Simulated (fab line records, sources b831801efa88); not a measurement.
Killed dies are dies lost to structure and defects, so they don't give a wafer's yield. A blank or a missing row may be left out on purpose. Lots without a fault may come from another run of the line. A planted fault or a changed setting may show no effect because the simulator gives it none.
A struck lot beside a sound one | flow gf180mcu | 44 steps out of a route of 602
Sound: wafers L217.1, L217.3, L217.4. Struck: wafer L228.3. (L228.2, L228.4 of the same lot were not struck and are left out.) The cause comes at the end.
At each step with rows: each side's tool, then ch and its chambers, then its first start. Under that, the readings that differ: sound wafers | struck wafers | difference of the means | sigmas: that difference in standard deviations of wafers without a fault.
alike: readings whose means differ by less than 2 such deviations, and words and numbers that are the same on both sides. not compared: withheld readings, readings that some wafer has no value for, bounds like >300 that may hide the same value, and numbers for which the record gives no deviation and whose values overlap.
The two part at a step that has a row with sigmas, a row that says differs or no value, or rows on one side only. Numbers that don't overlap but have no deviation are shown without sigmas and don't part them. A reading that every wafer of one side lacks parts them only if that side has two wafers or more.

first, 2 steps without rows for these wafers: GF_V2_STRIP_19 (strips in post etch residue remover, time 1200 s); GF_V2_CLEAN_20 (cleans in DIW).
GF_V2_SPUTTER_21: material Ti, target thk 15 nm, time 80.02 s.
  sound on pvd_sputter-04, day 20 17:01; struck on pvd_sputter-02, day 24 23:19
  alike: throttle_valve_pct
then, 1 step without rows for these wafers: GF_V2_SPUTTER_22 (material TiN, target thk 10 nm, time 40 s).
GF_V2_CVD_23: deposits W, target thk 350 nm, time 104.94 s.
  sound on cvd_w-02 ch 0,1, day 20 17:07; struck on cvd_w-02 ch 0, day 24 23:25
  alike: heater_power_w
GF_V2_RS_MEAS_24: measures by four-point-probe.
  sound on film_metro-04, day 20 17:13; struck on film_metro-02, day 24 23:33
  alike: V2_W_RS
GF_V2_THK_MEAS_25: measures by xrf.
  sound on film_metro-04, day 20 17:20; struck on film_metro-02, day 24 23:40
  alike: V2_W_THK
then, 3 steps without rows for these wafers: GF_V2_CMP_26 (polishes, stops on SiO2, t overpolish 15 s, target thk 0 nm); GF_M3_SPUTTER_00 (material Ti, target thk 37.5 nm, time 150 s); GF_M3_SPUTTER_01 (material TiN, target thk 30 nm, time 25 s).
GF_M3_SPUTTER_02: material AlCu, target thk 450 nm, time 23.9 s.
  sound on pvd_sputter-02, day 20 17:50; struck on pvd_sputter-01, day 25 00:08
  alike: throttle_valve_pct
GF_M3_SPUTTER_03: material Ti, target thk 10 nm, time 6.366 s.
  sound on pvd_sputter-02, day 20 17:52; struck on pvd_sputter-01, day 25 00:10
  alike: throttle_valve_pct
GF_M3_SPUTTER_04: material TiN, target thk 50 nm, time 41.7 s.
  sound on pvd_sputter-02, day 20 17:53; struck on pvd_sputter-01, day 25 00:11
  reading                                | sound            | struck | difference | sigmas
  model.TiN_of_M3_SPUTTER_04.thk_nm (nm) | 50.27 49.69 50.3 | 60.06  | +9.97      |
  alike: throttle_valve_pct
GF_M3_RS_MEAS_05: measures by four-point-probe.
  sound on film_metro-02, day 20 17:55; struck on film_metro-03, day 25 00:15
  alike: M3_ALCU_RS
GF_M3_THK_MEAS_06: measures by xrf.
  sound on film_metro-02, day 20 18:02; struck on film_metro-03, day 25 00:22
  reading          | sound       | struck | difference | sigmas
  M3_ALCU_THK (nm) | 461 455 462 | 443    | -16        | -3
then, 7 steps without rows for these wafers: GF_M3_DEHYDRATE_07 (time 60 s); GF_M3_HMDS_08 (prime time 60 s); GF_M3_COAT_09 (resist thk 1000 nm); GF_M3_SOFTBAKE_10 (time 60 s); GF_M3_EXPOSE_11 (exposes mask Metal3, target cd 280 nm); GF_M3_PEB_12 (peb time 90 s); GF_M3_DEVELOP_13 (develop time 60 s).
GF_M3_CD_MEAS_14: target cd 280 nm.
  sound on cd_sem-01, day 21 18:20; struck on cd_sem-01, day 25 22:07
  alike: cd_nm
GF_M3_OVL_MEAS_15:
  sound on overlay-02, day 21 18:28; struck on overlay-01, day 25 22:13
  alike: M3_OVL
then, 5 steps without rows for these wafers: GF_M3_METAL_ETCH_16 (etches the open film in Cl2/BCl3, stops on SiO2, target depth 627.5 nm, time 104.6 s); GF_M3_STRIP_17 (strips in O2/N2); GF_M3_STRIP_18 (strips in post etch residue remover, time 1200 s); GF_M3_CLEAN_19 (cleans in DIW); GF_V3_CVD_00 (deposits SiO2, target thk 600 nm, time 100 s).
GF_V3_THK_MEAS_01:
  sound on film_metro-03, day 21 19:13; struck on film_metro-02, day 25 23:00
  alike: V3_CVD_00_THK
GF_V3_CVD_02: deposits SiO2 from TEOS, target thk 850 nm, time 94.851 s.
  sound on pecvd-02 ch 1,2, day 21 19:17; struck on pecvd-04 ch 2, day 25 23:03
  alike: heater_power_w
GF_V3_THK_MEAS_03:
  sound on film_metro-01, day 21 19:21; struck on film_metro-03, day 25 23:08
  alike: V3_CVD_02_THK
then, 1 step without rows for these wafers: GF_V3_CMP_04 (polishes SiO2).
GF_V3_BOW_MEAS_05:
  sound on film_metro-01, day 21 19:43; struck on film_metro-03, day 25 23:30
  alike: V3_BOW
then, 8 steps without rows for these wafers: GF_V3_DEHYDRATE_06 (time 60 s); GF_V3_HMDS_07 (prime time 60 s); GF_V3_COAT_08; GF_V3_COAT_09 (resist thk 1000 nm); GF_V3_SOFTBAKE_10 (time 60 s); GF_V3_EXPOSE_11 (exposes mask Via3, target cd 260 nm); GF_V3_PEB_12 (peb time 90 s); GF_V3_DEVELOP_13 (develop time 60 s).
GF_V3_STRIP_19: strips in post etch residue remover, time 1200 s.
  sound on wet_bench-01 ch 3, day 22 19:05; struck on wet_bench-02 ch 2, day 26 21:11
  reading                                | sound             | struck | difference | sigmas
  model.TiN_of_M3_SPUTTER_04.thk_nm (nm) | 49.43 48.86 49.46 | 59.21  | +9.96      |
-- the record jumps here: 6 days lie between the struck wafers' starts before and after (it left off in module V3 and takes up again in module PASSIVATION, whose first step shown is number 602 of the route) --
GF_PASSIVATION_PROBE_99:
  the record has rows for the struck wafers here (prober-01, day 32 17:09) and none for the sound ones

WHERE THEY PART
First at GF_M3_THK_MEAS_06; last, within this record, at GF_PASSIVATION_PROBE_99.

WHY: what the simulator had put in
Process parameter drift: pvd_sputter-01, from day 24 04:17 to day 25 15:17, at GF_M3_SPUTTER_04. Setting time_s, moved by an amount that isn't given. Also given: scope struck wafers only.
